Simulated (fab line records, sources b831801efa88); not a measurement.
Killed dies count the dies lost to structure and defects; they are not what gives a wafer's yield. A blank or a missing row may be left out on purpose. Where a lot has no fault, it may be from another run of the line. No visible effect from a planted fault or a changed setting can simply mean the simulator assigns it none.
fab line records	flow sky130
record: lots: 5	wafers: 15	last_day: 50
route steps=708 shown FIELD_ISO@6 PAD_OPEN@708
lots untouched by any fault: they come from a run of this same line in which no faults occurred
start_h: hours from the record's opening day to when the first of the lot's shown wafers began	wait_h: hours since the lot's step before	" as in the row above	L1.1+2: several wafers, shown together as one row	- no value present, or no start provided	* or withheld: withheld	< > ~ a bound
route shown NAME@n: names a module that has steps shown in the file, with the first one's number in the route	usual: the fault-free wafers' mean and standard deviation	same: alike in all rows	chamber/n: place in a boat	sites: per-site readings	_std_site: their standard deviation	_edge_site: outer sites' mean less inner sites'	radius_mm: for every site, how far away it sits from the centre of the wafer	mask NAME#n: copy n	behind: the most recent tool/chamber to have shaped the wafer	hold: cause of the lot's hold/its duration in hours/its outcome	device: names the non-switching transistor (n, p or np)	end of line: at the end of the route, the tests of the same wafers	for a step that has no rows: nothing shown but its recipe	killed: the dies lost at the first sort to structure and to defects; this is not the yield of the wafer	map: shows each die of a wafer: x if killed, . if not, _ if none is there
set.NAME: the setting the step ran with; set.NAME@STEP: the setting that earlier step ran with	model.NAME: the simulator's own value behind a step, which no gauge read
certain route steps with their lots: each step a table, each wafer a row
services: the hour from which a tool's chamber was out of use, counted from the record's first day as start_h (under 0 if before that day), plus the number of hours and why
== steps ==
step: SKY_FIELD_ISO_DEHYDRATE_05
recipe: temp_c: 200	time_s: 60
step: SKY_FIELD_ISO_HMDS_06
recipe: prime_time_s: 60	prime_temp_c: 120
step: SKY_FIELD_ISO_COAT_07
recipe: resist: BARC	temp_c: withheld	time_s: withheld	spin_rpm: 3000	resist_thk_nm: 60
step: SKY_FIELD_ISO_COAT_08
recipe: resist: KrF-thick	spin_rpm: 3000	resist_thk_nm: 450
step: SKY_FIELD_ISO_SOFTBAKE_09
recipe: temp_c: 100	time_s: 90	resist: KrF-thick
step: SKY_FIELD_ISO_EXPOSE_10
recipe: mask_id: FOM	na: 0.68	source_shape: annular	sigma_inner: 0.4	sigma_outer: 0.8	target_cd_nm: 150	dose_mj: 28
step: SKY_FIELD_ISO_PEB_11
recipe: peb_temp_c: withheld	peb_time_s: withheld	resist: KrF-thick
step: SKY_FIELD_ISO_DEVELOP_12
recipe: develop_time_s: 60	resist: KrF-thick	dev_temp_c: 21
step: SKY_FIELD_ISO_CD_MEAS_13
recipe: target_cd_nm: 150
usual: cd_nm: 150.1/1.4
lot.wafer	tool	chamber	start_h	wait_h	cd_nm
L246.2	cd_sem-01	-	54.32	-	150.3
L246.5	"	-	"	"	150.2
L246.6	"	-	"	"	151.2
L250.1	cd_sem-01	-	77.05	-	149.1
L250.3	"	-	"	"	149.2
L250.5	"	-	"	"	150.2
L260.2	cd_sem-02	-	127.32	-	148.0
L260.3	"	-	"	"	148.6
L260.6	"	-	"	"	147.8
L263.1	cd_sem-02	-	145.35	-	148.6
L263.5	"	-	"	"	148.9
L263.6	"	-	"	"	150.1
L264.1	cd_sem-02	-	150.85	-	148.7
L264.3	"	-	"	"	147.7
L264.4	"	-	"	"	147.3
step: SKY_FIELD_ISO_ETCH_14
recipe: chemistry: N2/H2	target: BARC	ion_energy_ev: 200	source_w: 500	bias_w: 100	pressure_mtorr: 30	n2_flow_sccm: 100	h2_flow_sccm: 200	stop_on: SiO2	time_s: 45.9	target_depth_a: 600
usual: drypump_motor_current_A: 5.6/0.45	oes_product_au: 0.855/0.0047	run_length_s: 74.4/0.45	throttle_valve_pct: 13.225/0.0093
lot.wafer	tool	chamber	start_h	wait_h	drypump_motor_current_A	oes_product_au	rf_hours_counter_h	run_length_s	throttle_valve_pct
L246.2	rie_diel-02	1	54.42	0.1	5.7	0.857	0	74.5	13.235
L246.5	"	2	"	"	5.5	0.853	-	74.3	13.233
L246.6	"	3	"	"	6.2	0.857	-	74.7	13.228
L250.1	rie_diel-04	3	77.17	0.1	5.7	0.862	142	74.7	13.219
L250.3	"	0	"	"	6.2	0.865	140	74.7	13.225
L250.5	"	3	"	"	5.7	0.858	-	74.2	13.213
L260.2	rie_diel-04	3	127.42	0.1	5.6	0.851	142	74.0	13.213
L260.3	"	2	"	"	5.6	0.853	88	74.3	13.221
L260.6	"	2	"	"	5.6	0.851	-	74.1	13.239
L263.1	rie_diel-03	0	145.47	0.1	5.0	0.848	51	74.6	13.235
L263.5	"	3	"	"	4.7	0.852	-	74.9	13.220
L263.6	"	2	"	"	5.7	0.844	-	73.9	13.228
L264.1	rie_diel-02	2	150.97	0.1	5.5	0.855	8	73.7	13.226
L264.3	"	3	"	"	6.2	0.852	84	74.7	13.232
L264.4	"	0	"	"	5.2	0.853	5	74.4	13.224
step: SKY_FIELD_ISO_ETCH_15
recipe: chemistry: CHF3/O2	target_depth_nm: 180	stop_on: Si	source_w: 600	bias_w: 200	pressure_mtorr: 40	chf3_flow_sccm: 50	O2_flow_sccm: 5	time_s: 72
usual: drypump_motor_current_A: 5.6/0.45	oes_product_au: 0.943/0.0074	run_length_s: 100.4/0.45	throttle_valve_pct: 8.842/0.0087
lot.wafer	tool	chamber	start_h	wait_h	drypump_motor_current_A	oes_product_au	rf_hours_counter_h	run_length_s	throttle_valve_pct
L246.2	rie_diel-02	1	54.46	0.0	5.7	0.938	0	100.6	8.838
L246.5	"	2	"	"	5.5	0.942	-	100.1	8.843
L246.6	"	3	"	"	6.3	0.948	-	101.0	8.838
L250.1	rie_diel-04	3	77.21	0.0	5.6	0.942	142	100.1	8.844
L250.3	"	0	"	"	6.2	0.947	140	100.6	8.837
L250.5	"	3	"	"	5.6	0.940	-	100.1	8.839
L260.2	rie_diel-04	3	127.46	0.0	5.6	0.937	143	100.4	8.836
L260.3	"	2	"	"	5.6	0.939	88	100.2	8.846
L260.6	"	2	"	"	5.6	0.937	-	100.2	8.848
L263.1	rie_diel-03	0	145.51	0.0	5.0	0.963	51	100.3	8.838
L263.5	"	3	"	"	4.6	0.952	-	100.5	8.844
L263.6	"	2	"	"	5.6	0.949	-	100.2	8.848
L264.1	rie_diel-02	2	151.01	0.0	5.5	0.947	8	100.0	8.839
L264.3	"	3	"	"	6.2	0.943	84	100.6	8.842
L264.4	"	0	"	"	5.2	0.947	5	100.7	8.841
step: SKY_FIELD_ISO_STRIP_16
recipe: chemistry: O2/N2	power_w: 1400	pressure_mtorr: 1500	platen_temp_c: withheld	o2_flow_sccm: 3000	n2_flow_sccm: 300	overash_fraction: 0.5
usual: drypump_motor_current_A: 6.1/0.6	oes_product_au: 0.378/0.0044	strip_time_to_endpoint_s: 3.552/0.023
lot.wafer	tool	chamber	start_h	wait_h	drypump_motor_current_A	oes_product_au	rf_hours_counter_h	strip_time_to_endpoint_s
L246.2	plasma_asher-04	1	54.52	0.0	5.8	0.383	38	3.514
L246.5	"	0	"	"	6.9	0.375	-	3.568
L246.6	"	1	"	"	5.8	0.367	-	3.512
L250.1	plasma_asher-04	1	77.27	0.0	5.8	0.385	41	3.559
L250.3	"	1	"	"	5.8	0.385	-	3.593
L250.5	"	1	"	"	5.8	0.371	-	3.564
L260.2	plasma_asher-02	0	127.52	0.0	6.3	0.376	30	3.522
L260.3	"	0	"	"	6.3	0.384	-	3.543
L260.6	"	1	"	"	6.0	0.370	-	3.508
L263.1	plasma_asher-02	1	145.57	0.0	6.0	0.370	31	3.604
L263.5	"	0	"	"	6.4	0.383	-	3.614
L263.6	"	1	"	"	6.0	0.382	-	3.568
L264.1	plasma_asher-04	1	151.07	0.0	5.8	0.377	49	3.589
L264.3	"	0	"	"	6.8	0.375	-	3.546
L264.4	"	1	"	"	5.8	0.377	-	3.559
step: SKY_FIELD_ISO_ETCH_17
recipe: target_depth_a: 3420	mask_material: Si3N4	chemistry: HBr/Cl2/O2	target: Si	taper_deg: 5	icp_w: 600	bias_w: 150	pressure_mtorr: 15	HBr_flow_sccm: 150	Cl2_flow_sccm: 40	O2_flow_sccm: 6	time_s: 97.7
usual: HBr_flow_sccm: 150.0/0.43	drypump_motor_current_A: 6.2/0.42	oes_product_au: 1.003/0.0072	run_length_s: 126.2/0.41	throttle_valve_pct: 25.654/0.01
lot.wafer	tool	chamber	start_h	wait_h	HBr_flow_sccm	drypump_motor_current_A	oes_product_au	rf_hours_counter_h	run_length_s	throttle_valve_pct	model.FIELD_ISO.feature_depth_nm	model.etch.depth_nm
L246.2	rie_si-01	3	54.62	0.1	149.1	6.4	1.003	112	126.0	25.652	342.6	342.6
L246.5	"	2	"	"	150.0	6.0	0.990	-	126.6	25.659	341.6	341.6
L246.6	"	1	"	"	149.9	6.6	0.986	-	126.2	25.667	338.6	338.6
L250.1	rie_si-01	3	77.37	0.1	150.6	6.4	1.016	113	125.9	25.662	345	345
L250.3	"	0	"	"	150.0	6.1	1.009	24	126.8	25.661	345.2	345.2
L250.5	"	2	"	"	149.8	6.1	1.002	-	116.1	25.626	310	310
L260.2	rie_si-02	2	127.62	0.1	150.2	6.7	1.004	116	125.5	25.663	347.3	347.3
L260.3	"	1	"	"	149.7	5.2	1.002	60	125.8	25.644	342.9	342.9
L260.6	"	0	"	"	149.8	6.6	1.001	-	126.5	25.672	341.8	341.8
L263.1	rie_si-01	1	145.67	0.1	150.3	6.6	0.997	2	125.8	25.656	343.5	343.5
L263.5	"	1	"	"	150.7	6.5	1.008	-	126.5	25.647	344.3	344.3
L263.6	"	2	"	"	148.9	6.0	1.013	-	126.3	25.655	343.5	343.5
L264.1	rie_si-01	1	151.17	0.1	149.8	6.6	1.001	2	125.8	25.648	344.9	344.9
L264.3	"	2	"	"	150.3	6.0	1.014	3	126.4	25.652	346.4	346.4
L264.4	"	0	"	"	150.3	6.1	1.008	24	126.6	25.659	346.4	346.4
step: SKY_FIELD_ISO_WET_ETCH_18
recipe: chemistry: H3PO4	target_depth_nm: 25	temp_c: 160	target: Si3N4	time_s: 286
step: SKY_PAD_OPEN_PROBE_99
usual: killed_at_M0_to_M3: 43/6.7	killed_at_M4_up: 3.2/1.8	killed_at_contacts: 25/5.2	killed_at_front_end: 15/4.4	killed_at_other: 0.2/0.4	killed_dies: 87/9.3	killed_open: 48/7.1	killed_short: 39/6
same: gross_dies: 492	killed_at_back_side: 0
lot.wafer	tool	chamber	start_h	wait_h	killed_at_M0_to_M3	killed_at_M4_up	killed_at_contacts	killed_at_front_end	killed_at_other	killed_dies	killed_open	killed_short	model.etest.res_p_drift_20v.line_ohm_um	model.etest.res_p_drift_20v.rs_ohm_sq	model.etest.pfet_16v.r_on_ohm_um	model.etest.res_iso_pwell.rs_ohm_sq	model.etest.res_iso_pwell.line_ohm_um	model.etest.res_nwell.line_ohm_um	model.etest.res_nwell.rs_ohm_sq	model.etest.pfet_16v.drive_ua_um
L246.2	prober-02	-	1119.04	0.1	44	3	22	12	0	81	43	38	1.212e+04	9957	1.491e+04	2933	1088	1132	928.5	249.3
L246.5	prober-02	-	1119.19	0.2	44	3	21	11	0	79	38	41	1.191e+04	9969	1.487e+04	2908	1093	1119	919	248.7
L246.6	prober-02	-	1119.24	0.2	38	4	17	10	0	69	44	25	1.196e+04	9882	1.479e+04	2878	1080	1119	913.5	251.6
L250.1	prober-02	-	1142.03	0.1	38	8	23	16	0	85	51	34	1.146e+04	9679	1.52e+04	2958	1120	1157	967.9	244.9
L250.3	prober-02	-	1142.13	0.2	55	7	25	11	0	98	48	50	1.136e+04	9618	1.497e+04	2929	1116	1170	966	244.8
L250.5	prober-02	-	1142.23	0.2	45	7	27	17	0	96	47	49	9791	8192	1.402e+04	2414	910.2	1053	869.6	250.7
L260.2	prober-02	-	1188.10	0.1	41	5	21	20	0	87	48	39	1.135e+04	9683	1.528e+04	3133	1172	1162	974.5	240.2
L260.3	prober-02	-	1188.15	0.2	37	6	33	12	0	88	48	40	1.11e+04	9275	1.509e+04	3041	1130	1156	955	244.1
L260.6	prober-02	-	1188.30	0.2	28	3	27	10	0	68	32	36	1.112e+04	9227	1.511e+04	2946	1119	1133	941	244.3
L263.1	prober-01	-	1199.92	0.1	45	5	16	13	0	79	31	48	1.131e+04	9515	1.56e+04	3370	1272	1124	955.4	243.2
L263.5	prober-01	-	1200.12	0.2	30	5	25	10	1	71	43	28	1.138e+04	9438	1.572e+04	3370	1260	1148	962.9	243
L263.6	prober-01	-	1200.17	0.2	47	4	23	12	0	86	50	36	1.13e+04	9559	1.56e+04	3383	1278	1130	959	239.8
L264.1	prober-02	-	1201.42	0.1	40	5	27	11	0	83	48	35	1.086e+04	9282	1.533e+04	3110	1180	1135	946.6	244
L264.3	prober-02	-	1201.52	0.2	52	2	21	7	1	83	49	34	1.112e+04	9364	1.53e+04	3146	1193	1148	961.8	243.9
L264.4	prober-02	-	1201.57	0.2	37	2	25	11	0	75	36	39	1.099e+04	9325	1.524e+04	3131	1181	1158	951.4	245.2
killed by level:class
L246.2 VIA3:geometric_particle:open=9 VIA1:geometric_particle:open=9 LI_CONTACT:geometric_particle:open=6 VIA2:geometric_particle:open=6 POLY_GATE:geometric_particle:short=5 CONTACT:geometric_particle:open=5 METAL2:geometric_particle:short=5 CONTACT:geometric_particle:short=4
L246.5 VIA1:geometric_particle:open=11 CONTACT:geometric_particle:open=10 METAL3:geometric_particle:short=9 VIA3:geometric_particle:short=5 CONTACT:geometric_particle:short=4 METAL2:geometric_particle:short=4 VIA2:geometric_particle:short=4 POLY_GATE:geometric_particle:open=3
L246.6 VIA1:geometric_particle:open=14 CONTACT:geometric_particle:open=6 VIA2:geometric_particle:open=6 VIA3:geometric_particle:open=5 LI_CONTACT:geometric_particle:open=4 CONTACT:geometric_particle:short=4 METAL1:geometric_particle:short=4 SPACER:geometric_particle:open=3
L250.1 CONTACT:geometric_particle:open=9 VIA1:geometric_particle:open=8 VIA3:geometric_particle:open=7 VIA2:geometric_particle:open=6 METAL4:geometric_particle:short=6 FIELD_ISO:geometric_particle:open=5 VIA2:geometric_particle:short=5 POLY_GATE:geometric_particle:short=4
L250.3 VIA1:geometric_particle:short=11 VIA3:geometric_particle:open=10 CONTACT:geometric_particle:open=8 VIA1:geometric_particle:open=8 VIA2:geometric_particle:short=6 LI_CONTACT:geometric_particle:open=5 CONTACT:geometric_particle:short=5 METAL1:geometric_particle:short=5
L250.5 CONTACT:geometric_particle:open=16 VIA1:geometric_particle:open=12 VIA1:geometric_particle:short=10 METAL2:geometric_particle:short=10 POLY_GATE:geometric_particle:short=6 METAL4:geometric_particle:short=5 LI_CONTACT:geometric_particle:open=4 FIELD_ISO:geometric_particle:open=3
L260.2 VIA3:geometric_particle:open=11 CONTACT:geometric_particle:open=9 LI_CONTACT:geometric_particle:open=5 VIA2:geometric_particle:open=5 POLY_GATE:geometric_particle:open=4 POLY_GATE:geometric_particle:short=4 SPACER:geometric_particle:short=4 METAL1:geometric_particle:short=4
L260.3 LI_CONTACT:geometric_particle:open=12 CONTACT:geometric_particle:open=11 METAL1:geometric_particle:short=7 LOCAL_INTERCONNECT:geometric_particle:short=6 METAL2:geometric_particle:short=5 VIA1:geometric_particle:open=5 VIA1:geometric_particle:short=5 METAL4:geometric_particle:short=4
L260.6 LI_CONTACT:geometric_particle:open=9 LI_CONTACT:geometric_particle:short=6 VIA1:geometric_particle:open=6 LOCAL_INTERCONNECT:geometric_particle:short=5 VIA3:geometric_particle:open=5 FIELD_ISO:geometric_particle:short=4 CONTACT:geometric_particle:open=4 METAL1:geometric_particle:short=4
L263.1 VIA1:geometric_particle:open=10 METAL1:geometric_particle:short=7 METAL2:geometric_particle:short=5 CONTACT:geometric_particle:open=5 VIA1:geometric_particle:short=5 METAL4:geometric_particle:short=5 POLY_GATE:geometric_particle:short=4 LOCAL_INTERCONNECT:geometric_particle:short=4
L263.5 CONTACT:geometric_particle:open=10 VIA3:geometric_particle:open=8 VIA1:geometric_particle:open=7 LI_CONTACT:geometric_particle:open=6 CONTACT:geometric_particle:short=5 POLY_GATE:geometric_particle:short=4 VIA1:geometric_particle:short=4 VIA2:geometric_particle:open=4
L263.6 VIA1:geometric_particle:open=18 VIA1:geometric_particle:short=7 LI_CONTACT:geometric_particle:open=7 LOCAL_INTERCONNECT:geometric_particle:short=7 VIA3:geometric_particle:open=6 CONTACT:geometric_particle:open=6 VIA2:geometric_particle:open=5 METAL1:geometric_particle:short=4
L264.1 CONTACT:geometric_particle:open=10 VIA3:geometric_particle:open=7 METAL2:geometric_particle:short=7 LI_CONTACT:geometric_particle:open=6 VIA1:geometric_particle:short=6 CONTACT:geometric_particle:short=5 VIA2:geometric_particle:open=5 FIELD_ISO:geometric_particle:open=4
L264.3 VIA2:geometric_particle:open=11 VIA1:geometric_particle:open=9 LI_CONTACT:geometric_particle:open=8 CONTACT:geometric_particle:open=7 METAL2:geometric_particle:short=6 VIA3:geometric_particle:open=6 VIA1:geometric_particle:short=5 METAL1:geometric_particle:short=4
L264.4 LI_CONTACT:geometric_particle:open=9 METAL2:geometric_particle:short=7 CONTACT:geometric_particle:open=6 VIA1:geometric_particle:open=5 LOCAL_INTERCONNECT:geometric_particle:short=5 METAL1:geometric_particle:short=4 VIA3:geometric_particle:open=4 METAL3:geometric_particle:short=4
== services ==
tool	chamber	start_h	hours	kind
plasma_asher-04	-	37.62	2.6	repair
rie_si-01	2	46.41	5.9	repair
rie_diel-03	0	66.23	2.1	repair
rie_si-01	3	83.05	6.4	repair
rie_diel-02	1	126.27	12.9	repair
plasma_asher-02	-	128.01	9.0	repair
rie_diel-03	1	132.83	31.5	repair
rie_si-01	-	134.22	0.5	repair
rie_diel-03	2	145.86	3.8	repair
== key ==
first_sign: step: SKY_FIELD_ISO_ETCH_17	reading: run_length_s	direction: down	sigmas: 24	usual: *	struck: *
effect none on later readings
model_effect: step: SKY_FIELD_ISO_ETCH_17	value: FIELD_ISO.feature_depth_nm	without: 346	struck: 310
model_effect: step: SKY_PAD_OPEN_PROBE_99	value: etest.res_p_drift_20v.line_ohm_um	without: 1.178e+04	struck: 9791
met_at SKY_FIELD_ISO_ETCH_17
struck_wafers L250.5
tester_left_out L250
onset_between 54.62 77.37
fault: kind: process_parameter_drift	tool: rie_si-01	chamber: 2	onset_h: 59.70	steps: SKY_FIELD_ISO_ETCH_17	channel: time_s	offset: *	shape: step	end_h: 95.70	acts_in: *	stated: *
tester_left_out: of these lots the tester's yield and bins aren't shown, on N5 and GAA mostly nor the transistor test; their killed dies are dies lost to structure and defects alone, not to doping, threshold or leakage, so they don't give the yield
